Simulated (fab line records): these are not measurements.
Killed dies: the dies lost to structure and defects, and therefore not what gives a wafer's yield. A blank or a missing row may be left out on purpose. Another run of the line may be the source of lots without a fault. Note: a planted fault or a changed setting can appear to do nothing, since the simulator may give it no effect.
A lot that was struck, set against a sound lot	flow sfqLine	24 steps out of a route of 325
Sound: these wafers, L900.1, L900.2, L900.3. Wafers struck: L908.1, L908.2, L908.6. The cause is named last.
Per side, at each step with rows, come the tool, then ch with its chambers, and then its first start. Under that, the readings that differ: sound wafers	struck wafers	difference of the means	sigmas: that difference in standard deviations of wafers without a fault.
alike: a reading whose means differ by less than 2 such deviations, as well as words and numbers matching on both sides. not compared: withheld readings; readings where some wafer has no value; bounds like >300 that might hide an equal value; numbers whose values overlap and for which the record gives no deviation.
The two part at a step that has a row with sigmas, a row that says differs or no value, or rows on one side only. When numbers do not overlap yet have no deviation, they are printed without sigmas and do not part them. A reading missing from all wafers of one side parts the sides only when that side holds two or more wafers.

SFQ_I5_OVL_MEAS_936:
  sound: overlay-02 at day 61 17:43; struck: overlay-01 at day 69 14:34
  alike: I5_OVL
SFQ_TRILAYER_I5_BARC_OPEN_VIA_ETCH_200: etches BARC in O2, target depth 125 nm, time 41.7 s.
  sound on rieDiel-04 ch 0,2,3, day 61 17:45; struck on rieDiel-01 ch 1,2, day 69 14:36
  alike: biasW, chamberPressureMTorr, drypumpMotorCurrentA, oesProductAu, rfFwdPowerW
  not compared: rfHoursCounterH
SFQ_TRILAYER_I5_ETCH_VIA_ETCH_147: etches the open film in CHF3, stops on Nb, target depth 360 nm.
  sound on rieDiel-04 ch 0,2,3, day 61 17:47; struck on rieDiel-01 ch 1,2, day 69 14:38
  alike: biasW, chamberPressureMTorr, drypumpMotorCurrentA, oesProductAu, rfFwdPowerW
SFQ_TRILAYER_I5_STRIP_STRIP_148: strips in O2.
  sound on rieMetal-03 ch 0,1, day 61 17:56; struck on rieMetal-02 ch 0,1, day 69 14:47
  alike: chamberPressureMTorr, drypumpMotorCurrentA, oesProductAu
  not compared: rfHoursCounterH
then, 7 steps without rows for these wafers: SFQ_TRILAYER_I5_STRIP_SOLV_CLEAN_149 (cleans in NMP, time 600 s); SFQ_TRILAYER_C5_LITHO_COAT_156 (resist thk 62 nm); SFQ_TRILAYER_C5_LITHO_COAT_151 (resist thk 650 nm); SFQ_TRILAYER_C5_LITHO_SOFTBAKE_155; SFQ_TRILAYER_C5_LITHO_EXPOSE_152 (exposes mask C5, target cd 500 nm); SFQ_TRILAYER_C5_LITHO_PEB_154 (peb time 60 s); SFQ_TRILAYER_C5_LITHO_DEVELOP_153 (time 60 s).
SFQ_C5_OVL_MEAS_937:
  sound: overlay-02 at day 67 15:20; struck: overlay-01 at day 70 15:46
  alike: C5_OVL
SFQ_TRILAYER_C5_BARC_OPEN_VIA_ETCH_210: etches BARC in O2, target depth 125 nm, time 41.7 s.
  sound on rieDiel-03 ch 0,1,2, day 67 15:22; struck on rieDiel-01 ch 2,3, day 70 15:48
  no value came back on the struck wafers for any of 6 readings (biasW (W), chamberPressureMTorr (mTorr) and others); on the sound wafers biasW (W) reads 79.61 79.81 79.92
reading	sound	struck	difference	sigmas
model.KrF_of_TRILAYER_C5_LITHO_COAT_151.thkNm (nm)	575.2 575.2 577.3	623.5 623.4 623.4	+47.5	
SFQ_TRILAYER_C5_ETCH_VIA_ETCH_154: etches SiO2 in CHF3, stops on Nb, target depth 84 nm.
  sound on rieDiel-03 ch 0,1,2, day 67 15:25; struck on rieDiel-01 ch 2,3, day 70 15:52
reading	sound	struck	difference	sigmas
oesProductAu (a.u.)	0.892 0.901 0.894	0.373 0.376 0.373	-0.522	-64
model.KrF_of_TRILAYER_C5_LITHO_COAT_151.thkNm (nm)	560.7 561 562.8	609.2 609 609.1	+47.6	
  alike: biasW, chamberPressureMTorr, drypumpMotorCurrentA, rfFwdPowerW
SFQ_TRILAYER_C5_STRIP_STRIP_155: strips in O2.
  sound on rieMetal-04 ch 0,1, day 67 15:28; struck on rieMetal-01 ch 0,1, day 70 15:56
  alike: chamberPressureMTorr, drypumpMotorCurrentA, oesProductAu
  not compared: rfHoursCounterH
then, 2 steps without rows for these wafers: SFQ_TRILAYER_C5_STRIP_SOLV_CLEAN_156 (cleans in NMP, time 600 s); SFQ_TRILAYER_M6_DEP_PRE_CLEAN_158 (time 22.5 s).
SFQ_TRILAYER_M6_DEP_SPUTTER_157: material Nb, target thk 200 nm, time 133.3 s.
  sound: pvdSputter-04 at day 67 16:17; struck: pvdSputter-05 at day 70 16:44
  alike: basePressurePa, throttleValvePct
SFQ_M6_RS_MEAS_938: uses a four-point probe to measure.
  sound: filmMetro-01 at day 67 16:22; struck: filmMetro-01 at day 70 16:50
  alike: M6_NB_RS
then, 3 steps without rows for these wafers: SFQ_TRILAYER_M6_LITHO_COAT_164 (resist thk 62 nm); SFQ_TRILAYER_M6_LITHO_COAT_159 (resist thk 600 nm); SFQ_TRILAYER_M6_LITHO_SOFTBAKE_163.
SFQ_TRILAYER_M6_LITHO_EXPOSE_160: exposes mask M6, target cd 500 nm.
  struck on krfScanner-01, day 71 22:18; sound on krfScanner-01 ch 0, day 69 04:40
  no value came back on the struck wafers for exposureDoseMJCm2, focusOffsetNm (nm); on the sound wafers exposureDoseMJCm2 reads 14.385 14.424 14.394
  alike: mask
then, 1 step without rows for these wafers: SFQ_TRILAYER_M6_LITHO_PEB_162 (peb time 60 s).

## WHERE THEY PART
First at SFQ_TRILAYER_C5_BARC_OPEN_VIA_ETCH_210; last, within this record, at SFQ_TRILAYER_M6_LITHO_EXPOSE_160.

WHY: the cause the simulator had injected
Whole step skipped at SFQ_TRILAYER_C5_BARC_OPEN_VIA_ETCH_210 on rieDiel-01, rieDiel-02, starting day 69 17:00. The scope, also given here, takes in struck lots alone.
